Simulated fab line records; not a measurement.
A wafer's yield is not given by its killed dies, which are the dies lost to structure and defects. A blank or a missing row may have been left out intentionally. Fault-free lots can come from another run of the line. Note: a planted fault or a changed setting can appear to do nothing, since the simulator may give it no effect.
fab line records | flow sky130
record: lots: 6 wafers: 18 lastDay: 50
route steps=708 shown POLY_CUT@317 SD_P@320 RES_XHIGH@332 SD_N@342 PAD_OPEN@708
lots untouched by any fault: they come from a run of this same line in which no faults occurred
startH: hours from the record's first day to the start of the lot's first wafer shown | waitH: hours from the lot's prior step to this one | " as in the row above | L1.1+2: several wafers, shown together as one row | - either no value or no given start | * or withheld: withheld | < > ~ a bound
route shown NAME@n: names a module that has steps shown in the file, with the first one's number in the route | usual: mean/standard deviation taken from wafers without a fault | same: alike in all rows | chamber/n: place in a boat | sites: readings site by site | _std_site: the values' standard deviation | _edge_site: outer sites' mean less inner sites' | radiusMm: how far each site lies from the wafer's centre | mask NAME#n: copy n | behind: the tool/chamber that last shaped the wafer | hold: what put the lot on hold/how long, in hours/how the hold closed | device: whichever transistor did not switch (one of n, p or np) | end of line: at the end of the route, the tests of the same wafers | step lacking rows: just its recipe | killed: at the first sort, the dies lost to defects and structure; wafer yield is something else | map: per-die view of a wafer (x killed, . not killed, _ where there is no die)
set.NAME: setting as actually run; set.NAME@STEP: the setting as run at that earlier step | model.NAME: the simulator's own value behind a step, which no gauge read
lots at some steps of the route; a table a step, a row a wafer
services: the hour from which a tool's chamber was out of use, counted from the record's first day as startH (under 0 if before that day), plus the number of hours and why
== steps ==
step: SKY_POLY_CUT_ETCH_10
recipe: chemistry: N2/H2 target: BARC ionEnergyEv: 200 sourceW: 500 biasW: 100 pressureMtorr: 30 n2FlowSccm: 100 h2FlowSccm: 200 stopOn: SiO2 timeS: 45.9 targetDepthA: 600
usual: drypumpMotorCurrentA: 5.9/0.39 oesProductAu: 0.855/0.0048 throttleValvePct: 13.224/0.0089
columns lot.wafer tool chamber startH waitH drypumpMotorCurrentA oesProductAu rfHoursCounterH throttleValvePct
L474.1 rieDiel-02 1 613.27 0.0 5.9 0.863 18 13.225
L474.5 " 3 " " 5.8 0.852 - 13.222
L474.6 " 1 " " 5.9 0.854 - 13.222
L475.1 rieDiel-02 2 631.32 0.0 5.6 0.854 12 13.207
L475.2 " 3 " " 5.8 0.858 6 13.222
L475.3 " 0 " " 5.7 0.859 10 13.230
L477.1 rieDiel-01 1 634.68 0.0 6.6 0.857 1 13.236
L477.3 " 3 " " 5.6 0.853 63 13.223
L477.4 " 0 " " 5.4 0.855 0 13.232
L479.2 rieDiel-04 0 656.48 0.0 5.6 0.851 0 13.218
L479.5 " 3 " " 5.5 0.855 - 13.205
L479.6 " 2 " " 6.3 0.851 - 13.227
L481.3 rieDiel-04 3 672.91 0.0 5.5 0.858 3 13.222
L481.4 " 0 " " 5.6 0.849 0 13.231
L481.6 " 0 " " 5.6 0.856 - 13.227
L489.1 rieDiel-01 2 727.02 0.0 6.0 0.863 0 13.229
L489.2 " 0 " " 5.4 0.856 2 13.246
L489.4 " 3 " " 5.6 0.861 1 13.225
step: SKY_POLY_CUT_ETCH_11
recipe: target: Si3N4 chemistry: CF4/CH2F2/Ar stopOn: poly-Si sourceW: 600 biasW: 150 pressureMtorr: 40 cf4FlowSccm: 40 ch2f2FlowSccm: 20 Ar_flow_sccm: 150 timeS: 42.5 targetDepthA: 600
usual: drypumpMotorCurrentA: 5.9/0.4 oesProductAu: 0.831/0.0062 throttleValvePct: 14.994/0.0097
columns lot.wafer tool chamber startH waitH drypumpMotorCurrentA oesProductAu rfHoursCounterH throttleValvePct
L474.1 rieDiel-02 1 613.32 0.0 5.9 0.841 18 14.997
L474.5 " 3 " " 5.8 0.831 - 14.987
L474.6 " 1 " " 5.9 0.837 - 14.996
L475.1 rieDiel-02 2 631.37 0.0 5.6 0.840 12 14.995
L475.2 " 3 " " 5.8 0.843 6 15.004
L475.3 " 0 " " 5.6 0.837 10 14.981
L477.1 rieDiel-01 1 634.72 0.0 6.6 0.830 1 14.988
L477.3 " 3 " " 5.6 0.835 63 15.009
L477.4 " 0 " " 5.4 0.836 0 14.983
L479.2 rieDiel-04 0 656.52 0.0 5.6 0.839 0 14.976
L479.5 " 3 " " 5.5 0.826 - 14.988
L479.6 " 2 " " 6.3 0.830 - 15.004
L481.3 rieDiel-04 3 672.95 0.0 5.5 0.835 3 14.997
L481.4 " 0 " " 5.6 0.829 0 14.998
L481.6 " 0 " " 5.6 0.821 - 14.981
L489.1 rieDiel-01 2 727.07 0.0 5.9 0.833 0 14.988
L489.2 " 0 " " 5.4 0.821 2 14.993
L489.4 " 3 " " 5.6 0.823 1 14.983
step: SKY_POLY_CUT_STRIP_12
recipe: chemistry: O2/N2 powerW: 1400 pressureMtorr: 1500 platenTempC: withheld o2FlowSccm: 3000 n2FlowSccm: 300 overashFraction: 0.5
usual: drypumpMotorCurrentA: 5.5/0.38 o2FlowSccm: 3000/9 oesProductAu: 0.452/0.0045 stripTimeToEndpointS: 5.358/0.015
columns lot.wafer tool chamber startH waitH drypumpMotorCurrentA o2FlowSccm oesProductAu rfHoursCounterH stripTimeToEndpointS
L474.1 plasmaAsher-03 0 613.36 0.0 5.1 2986 0.461 81 5.348
L474.5 " 0 " " 5.1 2989 0.458 - 5.346
L474.6 " 1 " " 5.9 3010 0.445 - 5.353
L475.1 plasmaAsher-01 0 631.41 0.0 5.7 2995 0.456 20 5.370
L475.2 " 1 " " 5.6 2992 0.456 20 5.364
L475.3 " 1 " " 5.6 2980 0.458 - 5.379
L477.1 plasmaAsher-01 1 634.76 0.0 5.6 3004 0.447 20 5.379
L477.3 " 1 " " 5.6 3009 0.446 - 5.371
L477.4 " 0 " " 5.7 3010 0.453 - 5.363
L479.2 plasmaAsher-03 1 656.56 0.0 5.9 2996 0.450 86 5.351
L479.5 " 1 " " 5.9 2986 0.452 - 5.365
L479.6 " 0 " " 5.0 3020 0.455 - 5.340
L481.3 plasmaAsher-01 1 673.02 0.1 5.6 2999 0.447 - 5.357
L481.4 " 0 " " 5.7 2997 0.456 - 5.323
L481.6 " 1 " " 5.6 3005 0.446 - 5.346
L489.1 plasmaAsher-04 1 727.11 0.0 5.0 3002 0.450 96 5.338
L489.2 " 0 " " 6.0 3007 0.454 96 5.360
L489.4 " 1 " " 5.1 3002 0.446 - 5.345
step: SKY_SD_P_DEHYDRATE_00
recipe: tempC: 200 timeS: 60
step: SKY_SD_P_HMDS_01
recipe: primeTimeS: 60 primeTempC: 120
step: SKY_SD_P_COAT_02
recipe: resist: NOVOLAK spinRpm: 3000 resistThkNm: 1140
step: SKY_SD_P_SOFTBAKE_03
recipe: tempC: 90 timeS: 62.42 resist: NOVOLAK
step: SKY_SD_P_EXPOSE_04
recipe: maskId: PSDM na: 0.6 sourceShape: conventional sigmaOuter: 0.6 polarization: unpolarized targetCdNm: 380 doseMj: 138
step: SKY_SD_P_PEB_05
recipe: tempC: withheld timeS: * resist: NOVOLAK
step: SKY_SD_P_DEVELOP_06
recipe: resist: NOVOLAK developer: TMAH developTimeS: 60 devTempC: 23
step: SKY_SD_P_CD_MEAS_07
recipe: targetCdNm: 380
usual: cdNm: 379.4/2.3
columns lot.wafer tool chamber startH waitH cdNm
L474.1 cdSem-01 - 641.92 0.1 384.8
L474.5 " - " " 382.2
L474.6 " - " " 383.2
L475.1 cdSem-01 - 659.96 0.2 378.9
L475.2 " - " " 380.1
L475.3 " - " " 382.8
L477.1 cdSem-02 - 662.92 0.1 376.8
L477.3 " - " " 376.9
L477.4 " - " " 377.7
L479.2 cdSem-02 - 684.84 0.1 379.5
L479.5 " - " " 378.9
L479.6 " - " " 376.8
L481.3 cdSem-01 - 701.33 0.1 374.9
L481.4 " - " " 375.1
L481.6 " - " " 377.8
L489.1 cdSem-02 - 754.67 0.1 381.2
L489.2 " - " " 380.4
L489.4 " - " " 382.2
step: SKY_SD_P_OVL_MEAS_08
usual: SD_P_OVL: -0.2/1.8
columns lot.wafer tool chamber startH waitH SD_P_OVL[nm]
L474.1 overlay-01 - 642.04 0.1 1.7
L474.5 " - " " 1.4
L474.6 " - " " 1.5
L475.1 overlay-01 - 660.08 0.1 1.5
L475.2 " - " " -0.1
L475.3 " - " " -0.4
L477.1 overlay-02 - 663.04 0.1 -1.2
L477.3 " - " " 0.7
L477.4 " - " " 1.4
L479.2 overlay-02 - 684.94 0.1 2.6
L479.5 " - " " 3.7
L479.6 " - " " 4.6
L481.3 overlay-02 - 701.42 0.1 0.4
L481.4 " - " " -1.3
L481.6 " - " " -2.1
L489.1 overlay-02 - 754.79 0.1 1.6
L489.2 " - " " 1.5
L489.4 " - " " 2.2
step: SKY_SD_P_IMPLANT_09
recipe: species: BF2 energyKev: 20 doseCm2: 3e+15 tiltDeg: 0
usual: beamEnergyKeV: 20.000/0.0065
columns lot.wafer tool chamber startH waitH beamEnergyKeV model.implant.drpNm
L474.1 implanter-04 0 642.08 0.0 20.003 9.746
L474.5 " 0 " " 20.009 9.746
L474.6 " 0 " " 20.006 9.746
L475.1 implanter-04 0 660.12 0.0 20.012 9.746
L475.2 " 0 " " 20.015 9.746
L475.3 " 0 " " 20.004 9.746
L477.1 implanter-04 0 663.07 0.0 19.315 9.509
L477.3 " 0 " " 19.312 9.509
L477.4 " 0 " " 19.305 9.509
L479.2 implanter-03 0 685.00 0.0 20.003 9.746
L479.5 " 0 " " 20.004 9.746
L479.6 " 0 " " 20.000 9.746
L481.3 implanter-04 0 701.49 0.1 19.307 9.509
L481.4 " 0 " " 19.305 9.509
L481.6 " 0 " " 19.316 9.509
L489.1 implanter-02 0 754.82 0.0 20.001 9.746
L489.2 " 0 " " 19.997 9.746
L489.4 " 0 " " 20.013 9.746
step: SKY_SD_P_STRIP_10
recipe: chemistry: O2/N2 powerW: 1400 pressureMtorr: 1500 platenTempC: withheld o2FlowSccm: 3000 n2FlowSccm: 300 overashFraction: 0.5
usual: drypumpMotorCurrentA: 5.5/0.32 o2FlowSccm: 3001/8.1 oesProductAu: 0.618/0.0046 stripTimeToEndpointS: 17.50/0.034
columns lot.wafer tool chamber startH waitH drypumpMotorCurrentA o2FlowSccm oesProductAu rfHoursCounterH stripTimeToEndpointS
L474.1 plasmaAsher-03 0 642.23 0.1 5.1 3000 0.614 85 17.48
L474.5 " 0 " " 5.1 2999 0.618 - 17.48
L474.6 " 1 " " 5.9 2994 0.615 - 17.47
L475.1 plasmaAsher-02 1 660.27 0.1 5.2 3010 0.616 55 17.45
L475.2 " 0 " " 5.6 3005 0.615 55 17.49
L475.3 " 0 " " 5.6 3005 0.612 - 17.46
L477.1 plasmaAsher-02 1 663.26 0.2 5.3 3015 0.622 55 17.37
L477.3 " 1 " " 5.2 2991 0.633 - 17.36
L477.4 " 0 " " 5.7 2998 0.619 - 17.38
L479.2 plasmaAsher-02 1 685.12 0.1 5.2 3010 0.623 58 17.54
L479.5 " 1 " " 5.2 2998 0.621 - 17.51
L479.6 " 0 " " 5.7 3011 0.615 - 17.53
L481.3 plasmaAsher-04 0 701.63 0.1 6.0 3004 0.620 - 17.48
L481.4 " 1 " " 5.0 2997 0.618 - 17.41
L481.6 " 0 " " 5.9 3014 0.618 - 17.45
L489.1 plasmaAsher-04 0 754.97 0.1 6.0 3011 0.622 1 17.50
L489.2 " 1 " " 5.1 3000 0.606 1 17.48
L489.4 " 1 " " 5.0 2999 0.623 - 17.47
step: SKY_SD_P_TW_MEAS_11
usual: SD_P_TW: 2810/33
columns lot.wafer tool chamber startH waitH SD_P_TW
L474.1 filmMetro-01 - 642.33 0.1 2815
L474.5 " - " " 2805
L474.6 " - " " 2809
L475.1 filmMetro-01 - 660.37 0.1 2823
L475.2 " - " " 2819
L475.3 " - " " 2826
L477.1 filmMetro-04 - 663.36 0.1 2820
L477.3 " - " " 2819
L477.4 " - " " 2823
L479.2 filmMetro-01 - 685.23 0.1 2832
L479.5 " - " " 2819
L479.6 " - " " 2812
L481.3 filmMetro-01 - 701.71 0.1 2778
L481.4 " - " " 2783
L481.6 " - " " 2785
L489.1 filmMetro-01 - 755.07 0.1 2815
L489.2 " - " " 2809
L489.4 " - " " 2811
step: SKY_RES_XHIGH_DEHYDRATE_00
recipe: tempC: 200 timeS: 60
step: SKY_RES_XHIGH_HMDS_01
recipe: primeTimeS: 60 primeTempC: 120
step: SKY_RES_XHIGH_COAT_02
recipe: resist: NOVOLAK spinRpm: 3000 resistThkNm: 1140
step: SKY_RES_XHIGH_SOFTBAKE_03
recipe: tempC: 90 timeS: 60 resist: NOVOLAK
step: SKY_RES_XHIGH_EXPOSE_04
recipe: maskId: URPM na: 0.6 sourceShape: conventional sigmaOuter: 0.6 polarization: unpolarized targetCdNm: 1270 doseMj: 140
step: SKY_RES_XHIGH_PEB_05
recipe: tempC: withheld timeS: * resist: NOVOLAK
step: SKY_RES_XHIGH_DEVELOP_06
recipe: resist: NOVOLAK developer: TMAH developTimeS: 60 devTempC: 23
step: SKY_RES_XHIGH_IMPLANT_07
recipe: species: BF2 energyKev: 20 doseCm2: 3.6e+14 tiltDeg: 0
step: SKY_RES_XHIGH_STRIP_08
recipe: chemistry: O2/N2 powerW: 1400 pressureMtorr: 1500 platenTempC: withheld o2FlowSccm: 3000 n2FlowSccm: 300 overashFraction: 0.5
usual: drypumpMotorCurrentA: 5.59/0.23 o2FlowSccm: 3000/9.9 oesProductAu: 0.710/0.0045 stripTimeToEndpointS: 14.28/0.035
columns lot.wafer tool chamber startH waitH drypumpMotorCurrentA o2FlowSccm oesProductAu rfHoursCounterH stripTimeToEndpointS
L474.1 plasmaAsher-02 1 670.82 0.1 5.26 3000 0.714 57 14.29
L474.5 " 0 " " 5.66 2994 0.707 - 14.25
L474.6 " 1 " " 5.26 3010 0.715 - 14.29
L475.1 plasmaAsher-01 1 688.35 0.1 5.62 3009 0.725 27 14.18
L475.2 " 0 " " 5.69 3006 0.716 27 14.21
L475.3 " 0 " " 5.73 3003 0.717 - 14.20
L477.1 plasmaAsher-02 1 692.19 0.1 5.22 2996 0.708 58 14.29
L477.3 " 0 " " 5.65 2995 0.703 - 14.31
L477.4 " 1 " " 5.22 3006 0.706 - 14.28
L479.2 plasmaAsher-01 0 713.40 0.1 5.74 3006 0.705 29 14.29
L479.5 " 0 " " 5.73 3003 0.718 - 14.25
L479.6 " 1 " " 5.66 2995 0.713 - 14.24
L481.3 plasmaAsher-04 0 729.65 0.1 6.00 3011 0.708 - 14.29
L481.4 " 1 " " 5.02 2998 0.706 - 14.27
L481.6 " 0 " " 6.01 2999 0.712 - 14.24
L489.1 plasmaAsher-01 0 781.89 0.1 5.73 2999 0.715 37 14.24
L489.2 " 1 " " 5.61 2999 0.716 37 14.27
L489.4 " 1 " " 5.64 2994 0.712 - 14.26
step: SKY_RES_XHIGH_TW_MEAS_09
usual: RES_XHIGH_TW: 1634/16
columns lot.wafer tool chamber startH waitH RES_XHIGH_TW
L474.1 filmMetro-01 - 670.92 0.1 1642
L474.5 " - " " 1639
L474.6 " - " " 1638
L475.1 filmMetro-02 - 688.45 0.1 1612
L475.2 " - " " 1615
L475.3 " - " " 1617
L477.1 filmMetro-01 - 692.29 0.1 1641
L477.3 " - " " 1654
L477.4 " - " " 1645
L479.2 filmMetro-02 - 713.51 0.1 1624
L479.5 " - " " 1625
L479.6 " - " " 1628
L481.3 filmMetro-04 - 729.74 0.1 1649
L481.4 " - " " 1658
L481.6 " - " " 1646
L489.1 filmMetro-04 - 781.99 0.1 1657
L489.2 " - " " 1653
L489.4 " - " " 1665
step: SKY_SD_N_DEHYDRATE_00
recipe: tempC: 200 timeS: 60
step: SKY_SD_N_HMDS_01
recipe: primeTimeS: 60 primeTempC: 120
step: SKY_SD_N_COAT_02
recipe: resist: NOVOLAK spinRpm: 3000 resistThkNm: 1140
step: SKY_SD_N_SOFTBAKE_03
recipe: tempC: 90 timeS: 61.49 resist: NOVOLAK
step: SKY_SD_N_EXPOSE_04
recipe: maskId: NSDM na: 0.6 sourceShape: conventional sigmaOuter: 0.6 polarization: unpolarized targetCdNm: 380 doseMj: 141
step: SKY_SD_N_PEB_05
recipe: tempC: withheld timeS: * resist: NOVOLAK
step: SKY_SD_N_DEVELOP_06
recipe: resist: NOVOLAK developer: TMAH developTimeS: 60 devTempC: 23
step: SKY_SD_N_CD_MEAS_07
recipe: targetCdNm: 380
usual: cdNm: 380.2/2.4
columns lot.wafer tool chamber startH waitH cdNm
L474.1 cdSem-01 - 698.92 0.1 382.5
L474.5 " - " " 383.6
L474.6 " - " " 382.0
L475.1 cdSem-01 - 716.25 0.1 380.6
L475.2 " - " " 380.3
L475.3 " - " " 377.6
L477.1 cdSem-02 - 720.59 0.1 377.2
L477.3 " - " " 377.6
L477.4 " - " " 374.9
L479.2 cdSem-01 - 740.94 0.1 377.6
L479.5 " - " " 379.7
L479.6 " - " " 379.8
L481.3 cdSem-01 - 756.99 0.1 377.7
L481.4 " - " " 378.9
L481.6 " - " " 378.4
L489.1 cdSem-02 - 807.87 0.1 383.3
L489.2 " - " " 383.1
L489.4 " - " " 381.8
step: SKY_SD_N_OVL_MEAS_08
usual: SD_N_OVL: -1.8/1.3
columns lot.wafer tool chamber startH waitH SD_N_OVL[nm]
L474.1 overlay-02 - 699.04 0.1 -0.8
L474.5 " - " " -1.1
L474.6 " - " " -2.8
L475.1 overlay-01 - 716.37 0.1 -1.2
L475.2 " - " " -1.1
L475.3 " - " " 0.1
L477.1 overlay-01 - 720.71 0.1 -2.8
L477.3 " - " " -1.4
L477.4 " - " " -4.1
L479.2 overlay-02 - 741.04 0.1 -1.4
L479.5 " - " " -1.4
L479.6 " - " " -2.4
L481.3 overlay-01 - 757.08 0.1 -0.6
L481.4 " - " " -2.4
L481.6 " - " " -2.1
L489.1 overlay-02 - 807.99 0.1 -1.2
L489.2 " - " " -2.8
L489.4 " - " " -2.1
step: SKY_SD_N_IMPLANT_09
recipe: species: As energyKev: 50 doseCm2: 4e+15 tiltDeg: 0
step: SKY_SD_N_IMPLANT_10
recipe: species: P energyKev: 20 doseCm2: 1e+14 tiltDeg: 0
step: SKY_SD_N_STRIP_11
recipe: chemistry: O2/N2 powerW: 1400 pressureMtorr: 1500 platenTempC: withheld o2FlowSccm: 3000 n2FlowSccm: 300 overashFraction: 0.5
step: SKY_SD_N_TW_MEAS_12
usual: SD_N_TW: 3984/46
columns lot.wafer tool chamber startH waitH SD_N_TW
L474.1 filmMetro-01 - 699.47 0.1 3981
L474.5 " - " " 3964
L474.6 " - " " 3973
L475.1 filmMetro-04 - 716.81 0.1 4017
L475.2 " - " " 4001
L475.3 " - " " 3992
L477.1 filmMetro-01 - 721.14 0.1 3955
L477.3 " - " " 3966
L477.4 " - " " 3973
L479.2 filmMetro-04 - 741.48 0.1 4015
L479.5 " - " " 4001
L479.6 " - " " 3984
L481.3 filmMetro-02 - 757.53 0.1 3910
L481.4 " - " " 3930
L481.6 " - " " 3901
L489.1 filmMetro-01 - 808.43 0.1 3966
L489.2 " - " " 3962
L489.4 " - " " 3977
step: SKY_SD_N_CLEAN_13
recipe: chemistry: SC1/SC2 mix: 1:4:20 tempC: 70 timeS: 150 dry: n2Spin
step: SKY_SD_N_RTA_14
recipe: tempC: 1075 timeS: 2 idleTempC: 650 rampUpCPerS: 150 rampDownCPerS: 90 ambient: N2
usual: lampPowerPct: 15.72/0.049 wafer_temp_C_max: 1078.2/1.3
columns lot.wafer tool chamber startH waitH lampPowerPct wafer_temp_C_max
L474.1 rtpAnneal-02 0 699.58 0.0 15.84 1076.4
L474.5 " 0 " " 15.72 1078.5
L474.6 " 0 " " 15.72 1078.3
L475.1 rtpAnneal-02 0 716.92 0.0 15.74 1077.0
L475.2 " 0 " " 15.65 1078.3
L475.3 " 0 " " 15.69 1079.3
L477.1 rtpAnneal-01 0 721.30 0.0 15.80 1078.5
L477.3 " 0 " " 15.79 1077.2
L477.4 " 0 " " 15.79 1076.9
L479.2 rtpAnneal-01 0 741.59 0.0 15.70 1077.6
L479.5 " 0 " " 15.74 1077.7
L479.6 " 0 " " 15.70 1079.7
L481.3 rtpAnneal-01 0 757.64 0.0 15.65 1078.1
L481.4 " 0 " " 15.74 1079.9
L481.6 " 0 " " 15.76 1077.4
L489.1 rtpAnneal-01 0 808.54 0.0 15.69 1078.6
L489.2 " 0 " " 15.74 1079.0
L489.4 " 0 " " 15.73 1080.2
step: SKY_SD_N_RS_MEAS_16
recipe: thkMeasGauge: four-point-probe
usual: SD_N_RS: 68.45/0.13
columns lot.wafer tool chamber startH waitH SD_N_RS[ohm/sq]
L474.1 filmMetro-04 - 699.76 0.1 68.54
L474.5 " - " " 68.38
L474.6 " - " " 68.40
L475.1 filmMetro-01 - 717.10 0.1 68.51
L475.2 " - " " 68.53
L475.3 " - " " 68.62
L477.1 filmMetro-02 - 721.48 0.1 68.61
L477.3 " - " " 68.69
L477.4 " - " " 68.57
L479.2 filmMetro-02 - 741.78 0.1 68.60
L479.5 " - " " 68.67
L479.6 " - " " 68.54
L481.3 filmMetro-01 - 757.83 0.1 68.44
L481.4 " - " " 68.37
L481.6 " - " " 68.39
L489.1 filmMetro-02 - 808.71 0.1 68.60
L489.2 " - " " 68.56
L489.4 " - " " 68.61
step: SKY_SD_N_RS_MEAS_17
recipe: thkMeasGauge: four-point-probe
usual: SD_P_RS: 146.9/0.44
columns lot.wafer tool chamber startH waitH SD_P_RS[ohm/sq]
L474.1 filmMetro-04 - 699.88 0.1 147.3
L474.5 " - " " 147.1
L474.6 " - " " 146.9
L475.1 filmMetro-01 - 717.22 0.1 147.5
L475.2 " - " " 147.5
L475.3 " - " " 147.7
L477.1 filmMetro-02 - 721.60 0.1 149.2
L477.3 " - " " 149.3
L477.4 " - " " 149.7
L479.2 filmMetro-02 - 741.90 0.1 147.5
L479.5 " - " " 147.4
L479.6 " - " " 147.1
L481.3 filmMetro-01 - 757.95 0.1 148.6
L481.4 " - " " 148.8
L481.6 " - " " 148.4
L489.1 filmMetro-02 - 808.83 0.1 147.6
L489.2 " - " " 147.9
L489.4 " - " " 147.9
step: SKY_PAD_OPEN_PROBE_99
usual: killed_at_M0_to_M3: 45/7.1 killed_at_M4_up: 3.0/1.8 killedAtContacts: 24/5.4 killedAtFrontEnd: 16/4.9 killedAtOther: 0.3/0.63 killedDies: 88/11 killedOnRim: 17/3.4 killedOpen: 47/7.4 killedShort: 40/7
same: grossDies: 492 killedAtBackSide: 0
columns lot.wafer tool chamber startH waitH killed_at_M0_to_M3 killed_at_M4_up killedAtContacts killedAtFrontEnd killedAtOther killedDies killedOnRim killedOpen killedShort
L475.1 prober-01 - 1126.62 0.1 48 1 30 15 0 94 16 50 44
L475.2 prober-01 - 1126.67 0.1 48 5 15 17 0 85 14 42 43
L475.3 prober-01 - 1126.72 0.2 44 3 19 21 0 87 12 48 39
L479.2 prober-02 - 1141.89 0.1 36 2 14 19 0 71 9 29 42
L479.5 prober-02 - 1142.04 0.2 51 2 26 15 0 94 14 51 43
L479.6 prober-02 - 1142.09 0.2 47 1 18 22 2 90 18 46 44
killed by level:class
L475.1 CONTACT:geometricParticle:open=10 VIA1:geometricParticle:open=10 LI_CONTACT:geometricParticle:open=8 VIA3:geometricParticle:short=8 CONTACT:geometricParticle:short=7 VIA2:geometricParticle:open=7 FIELD_ISO:geometricParticle:open=6 METAL1:geometricParticle:short=5
L475.2 VIA1:geometricParticle:open=10 VIA3:geometricParticle:open=7 FIELD_ISO:geometricParticle:short=6 LI_CONTACT:geometricParticle:open=6 VIA1:geometricParticle:short=6 FIELD_ISO:geometricParticle:open=5 METAL3:geometricParticle:short=5 METAL1:geometricParticle:short=4
L475.3 VIA1:geometricParticle:open=10 CONTACT:geometricParticle:open=9 METAL1:geometricParticle:short=5 METAL2:geometricParticle:short=5 VIA2:geometricParticle:open=5 METAL3:geometricParticle:short=5 VIA3:geometricParticle:open=5 FIELD_ISO:geometricParticle:short=4
L479.2 FIELD_ISO:geometricParticle:short=8 METAL2:geometricParticle:short=6 VIA2:geometricParticle:short=6 VIA1:geometricParticle:open=5 VIA3:geometricParticle:open=4 FIELD_ISO:geometricParticle:open=4 LI_CONTACT:geometricParticle:open=4 CONTACT:geometricParticle:open=4
L479.5 CONTACT:geometricParticle:open=13 VIA1:geometricParticle:open=10 METAL1:geometricParticle:short=8 VIA3:geometricParticle:open=7 FIELD_ISO:geometricParticle:open=6 LI_CONTACT:geometricParticle:open=5 VIA1:geometricParticle:short=5 METAL2:geometricParticle:short=5
L479.6 CONTACT:geometricParticle:open=11 VIA1:geometricParticle:open=8 METAL1:geometricParticle:short=7 METAL2:geometricParticle:short=7 VIA3:geometricParticle:open=7 POLY_GATE:geometricParticle:short=6 SPACER:geometricParticle:open=5 VIA2:geometricParticle:short=5
== services ==
columns tool chamber startH hours kind
plasmaAsher-04 - 590.36 14.9 pm
plasmaAsher-02 - 611.40 4.5 repair
rieDiel-02 0 612.47 11.0 repair
implanter-02 - 616.53 2.0 repair
implanter-03 - 620.63 1.3 repair
implanter-04 - 621.66 0.9 repair
plasmaAsher-04 - 627.14 42.1 repair
rieDiel-02 3 644.05 9.2 repair
plasmaAsher-03 - 647.15 2.8 pm
rieDiel-02 3 657.98 4.8 repair
plasmaAsher-01 - 663.76 3.3 repair
plasmaAsher-04 - 667.01 6.2 repair
rieDiel-02 2 668.04 10.4 repair
implanter-04 - 673.07 17.7 repair
rieDiel-02 3 687.11 3.3 repair
rieDiel-02 1 694.13 7.5 repair
implanter-04 - 706.44 3.4 repair
plasmaAsher-04 - 733.75 9.0 pm
plasmaAsher-02 - 742.67 0.7 repair
plasmaAsher-02 - 751.20 4.2 repair
plasmaAsher-03 - 752.68 1.3 repair
rtpAnneal-01 - 763.68 12.4 pm
rieDiel-02 3 778.48 3.8 repair
rieDiel-01 - 798.16 2.8 pm
== key ==
firstSign: step: SKY_SD_P_IMPLANT_09 reading: beamEnergyKeV direction: down sigmas: 99+ usual: * struck: *
effect: step: SKY_SD_P_STRIP_10 reading: stripTimeToEndpointS direction: down sigmas: 2.6 usual: * struck: *
effect: step: SKY_SD_N_RS_MEAS_17 reading: SD_P_RS direction: up sigmas: 4.9 usual: 146.9 struck: 149.0
modelEffect: step: SKY_SD_P_IMPLANT_09 value: implant.drpNm without: 9.746 struck: 9.509
metAt SKY_SD_P_IMPLANT_09
struckWafers L477.1,L477.3,L477.4,L481.3,L481.4,L481.6
testerLeftOut L477,L481
onsetBetween 660.12 663.07
fault: kind: processParameterDrift tool: implanter-04 chamber: - onsetH: 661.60 steps: SKY_SD_P_IMPLANT_09 channel: energyKev offset: * shape: step endH: 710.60 actsIn: * stated: *
testerLeftOut: of these lots the tester's yield and bins aren't shown, on N5 and GAA mostly nor the transistor test; their killed dies are dies lost to structure and defects alone, not to doping, threshold or leakage, so they don't give the yield
